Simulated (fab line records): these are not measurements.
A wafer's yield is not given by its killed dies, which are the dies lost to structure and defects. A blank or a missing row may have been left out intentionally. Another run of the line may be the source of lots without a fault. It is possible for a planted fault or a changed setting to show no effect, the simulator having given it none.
Struck lot and sound lot, side by side :: flow sky130 :: 20 out of 708 route steps
Sound: the wafers L962.1, L962.4, L962.5. Wafers L974.1, L974.3, L974.6 were the ones struck. The cause comes at the end.
Order at every step that has rows: each side's tool, ch and its chambers, its first start. Under that, the readings that differ: sound wafers :: struck wafers :: difference of the means :: sigmas: that difference in standard deviations of wafers without a fault.
alike: words and numbers the same on both sides, and readings whose means are apart by under 2 such deviations; not compared: readings that were withheld, readings missing a value for some wafer, numbers with overlapping values and no deviation given by the record, and bounds like >300 which may hide the same value.
The two part at a step that has a row with sigmas, a row that says differs or no value, or rows on one side only. Numbers that don't overlap but have no deviation are shown without sigmas and don't part them. A reading that every wafer of one side lacks parts them only if that side has two wafers or more.

SKY_RES_XHIGH_STRIP_08: strips in O2/N2.
  sound on plasmaAsher-01 ch 0,1, day 27 04:40; struck on plasmaAsher-03 ch 0,1, day 31 08:35
reading: n2FlowSccm (sccm)
sound: 299.2 300.2 297.3
struck: 300.5 301.1 300.8
difference: +1.9
sigmas: +2
  alike: drypumpMotorCurrentA, oesProductAu, stripTimeToEndpointS
  not compared: rfHoursCounterH
SKY_RES_XHIGH_TW_MEAS_09:
  sound on filmMetro-04 at day 27 04:46; struck on filmMetro-03 at day 31 08:41
  alike: RES_XHIGH_TW
then, 7 steps without rows for these wafers: SKY_SD_N_DEHYDRATE_00 (time 60 s); SKY_SD_N_HMDS_01 (prime time 60 s); SKY_SD_N_COAT_02 (resist thk 1140 nm); SKY_SD_N_SOFTBAKE_03 (time 60 s); SKY_SD_N_EXPOSE_04 (exposes mask NSDM, target cd 380 nm); SKY_SD_N_PEB_05; SKY_SD_N_DEVELOP_06 (develop time 60 s).
SKY_SD_N_CD_MEAS_07 targets a cd of 380 nm.
  sound on cdSem-02 at day 28 09:13; struck on cdSem-01 at day 32 11:53
reading: cdNm (nm)
sound: 387 388 389
struck: 375 377 379
difference: -11
sigmas: -3
SKY_SD_N_OVL_MEAS_08:
  sound on overlay-02 at day 28 09:20; struck on overlay-02 at day 32 12:00
  alike: SD_N_OVL
following that, these wafers have no rows for 1 step: SKY_SD_N_IMPLANT_09.
SKY_SD_N_IMPLANT_10:
  sound on implanter-04 ch 0, day 28 09:31; struck on implanter-01 ch 0, day 32 12:11
reading: beamOnS (s)
sound: 10.89 10.98 10.47
struck: 19.61 20.18 20.00
difference: +9.15
sigmas: +33

reading: doseIonsCm2
sound: 1.0006e+14 9.999e+13 9.996e+13
struck: 1.8567e+14 1.8547e+14 1.8552e+14
difference: +8.5550e+13
sigmas: +99 or more
SKY_SD_N_STRIP_11: strips in O2/N2.
  sound on plasmaAsher-02 ch 0,1, day 28 09:40; struck on plasmaAsher-02 ch 0,1, day 32 12:20
reading: stripTimeToEndpointS (s)
sound: 22.46 22.53 22.48
struck: 22.59 22.60 22.63
difference: +0.12
sigmas: +3
  alike: drypumpMotorCurrentA, n2FlowSccm, oesProductAu
  not compared: rfHoursCounterH
SKY_SD_N_TW_MEAS_12:
  sound on filmMetro-02 at day 28 09:46; struck on filmMetro-04 at day 32 12:26
reading: SD_N_TW
sound: 4014 4022 4001
struck: 3922 3910 3920
difference: -95
sigmas: -2
then, 1 step without rows for these wafers: SKY_SD_N_CLEAN_13 (cleans in SC1/SC2, time 150 s).
SKY_SD_N_RTA_14: time 2 s.
  sound on rtpAnneal-02 ch 0, day 28 09:53; struck on rtpAnneal-02 ch 0, day 32 12:33
  alike: annealTempCMax, chamberO2Ppm, lampPowerPct, wafer_temp_C_max
SKY_SD_N_RS_MEAS_16: measures by four-point-probe.
  sound on filmMetro-02 at day 28 10:03; struck on filmMetro-02 at day 32 13:05
reading: SD_N_RS (ohm/sq)
sound: 68.82 68.78 68.82
struck: 66.49 66.44 66.44
difference: -2.35
sigmas: -16
  not compared: hold
SKY_SD_N_RS_MEAS_17: measures by four-point-probe.
  sound on filmMetro-02 at day 28 10:10; struck on filmMetro-02 at day 32 15:41
reading: hold
sound: - - -
struck: awaitDispo/2.5h/release awaitDispo/2.5h/release awaitDispo/2.5h/release
difference: no value on the sound wafers
sigmas: 
  alike: SD_P_RS
-- record jumps: 16 days separate the struck wafers' starts on either side; left off in module SD_N, taken up again in module PAD_OPEN, whose first shown step is the route's number 708 --
SKY_PAD_OPEN_PROBE_99:
  sound on prober-01 at day 46 02:47; struck on prober-01 at day 49 01:55
reading: killedAtFrontEnd
sound: 19 25 19
struck: 11 8 15
difference: -10
sigmas: -2

reading: model.etest.resNdiffHv.rsOhmSq
sound: 111.7 112.2 111.9
struck: 111.2 111.3 110.8
difference: -0.8
sigmas: 
  alike: killed_at_M0_to_M3, killed_at_M4_up, killedAtContacts, killedAtOther, killedDies, killedOpen, killedShort
  not compared: model.etest.resNdiff.rsOhmSq

## WHERE THEY PART
Last at SKY_PAD_OPEN_PROBE_99 as far as this record goes, first at SKY_RES_XHIGH_STRIP_08.

WHY: the cause the simulator had injected
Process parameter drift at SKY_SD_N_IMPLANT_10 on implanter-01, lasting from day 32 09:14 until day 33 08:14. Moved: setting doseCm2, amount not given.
